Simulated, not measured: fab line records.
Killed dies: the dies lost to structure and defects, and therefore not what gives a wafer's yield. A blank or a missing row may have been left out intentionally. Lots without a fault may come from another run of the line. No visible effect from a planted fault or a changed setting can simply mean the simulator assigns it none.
A struck lot beside a sound one || flow sky130 || 30 out of 708 route steps
Sound: the wafers L712.2, L712.3, L712.5. Wafers struck: L716.1, L716.3, L716.4. At the end, the cause is stated.
For every step that has rows: the tool of each side, followed by ch and its chambers, followed by its first start. Under that, the readings that differ: sound wafers || struck wafers || difference of the means || sigmas: that difference in standard deviations of wafers without a fault.
alike: a reading whose means differ by less than 2 such deviations, as well as words and numbers matching on both sides. not compared: withheld readings; readings where some wafer has no value; bounds like >300 that might hide an equal value; numbers whose values overlap and for which the record gives no deviation.
Wherever a step has rows on one side only, a row that says differs or no value, or a row with sigmas, the two part there. Numbers that don't overlap but have no deviation are shown without sigmas and don't part them. A reading that every wafer of one side lacks parts them only if that side has two wafers or more.

SKY_PWDE_STRIP_09: strips in O2/N2.
  sound on plasmaAsher-03 ch 1, day 6 00:46; struck on plasmaAsher-02 ch 0,1, day 7 01:01
  alike: drypumpMotorCurrentA, oesProductAu, stripTimeToEndpointS
  not compared: rfHoursCounterH
SKY_PWDE_TW_MEAS_10:
  sound on filmMetro-03, day 6 00:53; struck on filmMetro-03, day 7 01:07
  alike: PWDE_TW
then, 7 steps without rows for these wafers: SKY_NWELL_DEHYDRATE_03 (time 60 s); SKY_NWELL_HMDS_04 (prime time 60 s); SKY_NWELL_COAT_05 (resist thk 3000 nm); SKY_NWELL_SOFTBAKE_06; SKY_NWELL_EXPOSE_07 (exposes mask NWM, target cd 840 nm); SKY_NWELL_PEB_08; SKY_NWELL_DEVELOP_09 (develop time 60 s).
SKY_NWELL_OVL_MEAS_10:
  sound on overlay-01, day 6 19:23; struck on overlay-01, day 7 21:05
  alike: NWELL_00_OVL
then, 2 steps without rows for these wafers: SKY_NWELL_IMPLANT_11; SKY_NWELL_IMPLANT_12.
SKY_NWELL_IMPLANT_13:
  sound on implanter-02 ch 0, day 6 19:45; struck on implanter-01 ch 0, day 7 21:25
{"reading": "doseIonsCm2", "sound": "6.99e+11 6.993e+11 6.98e+11", "struck": "2.573e+11 2.572e+11 2.579e+11", "difference": -4.413e+11, "sigmas": "-99 or more"}
{"reading": "faradayCurrentUA", "sound": "3.97 3.83 3.95", "struck": "1.45 1.46 1.42", "difference": -2.47, "sigmas": -36}
  alike: beamEnergyKeV
SKY_NWELL_STRIP_14: strips in O2/N2.
  sound on plasmaAsher-02 ch 0, day 6 19:52; struck on plasmaAsher-01 ch 0,1, day 7 21:34
  alike: drypumpMotorCurrentA, oesProductAu, stripTimeToEndpointS
  not compared: rfHoursCounterH
SKY_NWELL_TW_MEAS_15:
  sound on filmMetro-04, day 6 19:59; struck on filmMetro-04, day 7 21:40
  alike: NWELL_TW
then, 7 steps without rows for these wafers: SKY_NWELL_DEHYDRATE_16 (time 60 s); SKY_NWELL_HMDS_17 (prime time 60 s); SKY_NWELL_COAT_18 (resist thk 3000 nm); SKY_NWELL_SOFTBAKE_19; SKY_NWELL_EXPOSE_20 (exposes mask NWM COMPLEMENT, target cd 840 nm); SKY_NWELL_PEB_21; SKY_NWELL_DEVELOP_22 (develop time 60 s).
SKY_NWELL_OVL_MEAS_23:
  sound on overlay-01, day 7 15:53; struck on overlay-02, day 8 17:50
  alike: NWELL_01_OVL
after that, 1 step had no rows for these wafers: SKY_NWELL_IMPLANT_24.
SKY_NWELL_STRIP_25: strips in O2/N2.
  sound on plasmaAsher-04 ch 0,1, day 7 16:04; struck on plasmaAsher-02 ch 0,1, day 8 18:01
  alike: drypumpMotorCurrentA, oesProductAu, stripTimeToEndpointS
  not compared: rfHoursCounterH
SKY_NWELL_TW_MEAS_26:
  sound on filmMetro-01, day 7 16:11; struck on filmMetro-03, day 8 18:07
{"reading": "NWELL_2_TW", "sound": "499 499 500", "struck": "488 489 486", "difference": -12, "sigmas": -2}
then, 1 step without rows for these wafers: SKY_NWELL_CLEAN_27 (cleans in SC1/SC2, time 150 s).
SKY_NWELL_RTA_28: time 30 s.
  sound on rtpAnneal-02 ch 0, day 7 16:18; struck on rtpAnneal-02 ch 0, day 8 18:14
{"reading": "chamberO2Ppm", "sound": "2.021 2.040 2.017", "struck": "1.980 2.007 1.960", "difference": -0.044, "sigmas": -2}
{"reading": "wafer_temp_C_max", "sound": "1054.2 1054.5 1054.0", "struck": "1057.0 1056.0 1055.8", "difference": "+2.0", "sigmas": "+2"}
  alike: lampPowerPct
SKY_NWELL_RS_MEAS_29: uses a four-point probe to measure.
  sound on filmMetro-04, day 7 16:24; struck on filmMetro-04, day 8 18:41
{"reading": "NWELL_RS (ohm/sq)", "sound": "622.6 624.1 622.8", "struck": "640.7 640.8 640.5", "difference": "+17.5", "sigmas": "+12"}
  not compared: hold
-- the record jumps here: 43 days lie between the struck wafers' starts before and after (it left off in module NWELL and takes up again in module PAD_OPEN, whose first step shown is number 708 of the route) --
SKY_PAD_OPEN_PROBE_99:
  sound on prober-02, day 47 21:17; struck on prober-02, day 51 11:31
{"reading": "killedDies", "sound": "96 78 71", "struck": "99 98 113", "difference": "+22", "sigmas": "+2"}
{"reading": "killedOpen", "sound": "52 37 35", "struck": "60 53 73", "difference": "+21", "sigmas": "+3"}
{"reading": "model.etest.pfetG5v0d10v5.rOnOhmUm", "sound": "4791 4800 4771", "struck": "4418 4473 4492", "difference": -326, "sigmas": ""}
{"reading": "model.etest.tipP.rsOhmSq", "sound": "6828 6836 6831", "struck": "6768 6709 6800", "difference": -73, "sigmas": ""}
{"reading": "model.etest.tip_p_5v.rsOhmSq", "sound": "2883 2855 2852", "struck": "2797 2812 2789", "difference": -64, "sigmas": ""}
{"reading": "model.etest.pfetG5v0d10v5.driveUaUm", "sound": "344.1 337.6 341.8", "struck": "370.7 360.2 364.9", "difference": "+24.1", "sigmas": ""}
{"reading": "model.etest.pfet_01v8_lvt.driveUaUm", "sound": "175.3 170.9 173", "struck": "189 188.2 187.4", "difference": "+15", "sigmas": ""}
{"reading": "model.etest.pfet_16v.driveUaUm", "sound": "241.8 237 239.4", "struck": "255.3 254.3 257.8", "difference": "+16.4", "sigmas": ""}
  alike: killed_at_M0_to_M3, killed_at_M4_up, killedAtContacts, killedAtFrontEnd, killedAtOther, killedShort
  not compared: model.etest.nfet_16v.rOnOhmUm, model.etest.pfet_01v8.rOnOhmUm

WHERE THEY PART
Earliest at SKY_NWELL_IMPLANT_13; latest, in this record, at SKY_PAD_OPEN_PROBE_99.

WHY: whatever the simulator had introduced
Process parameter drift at SKY_NWELL_IMPLANT_13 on implanter-01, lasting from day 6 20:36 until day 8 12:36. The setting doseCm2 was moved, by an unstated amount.
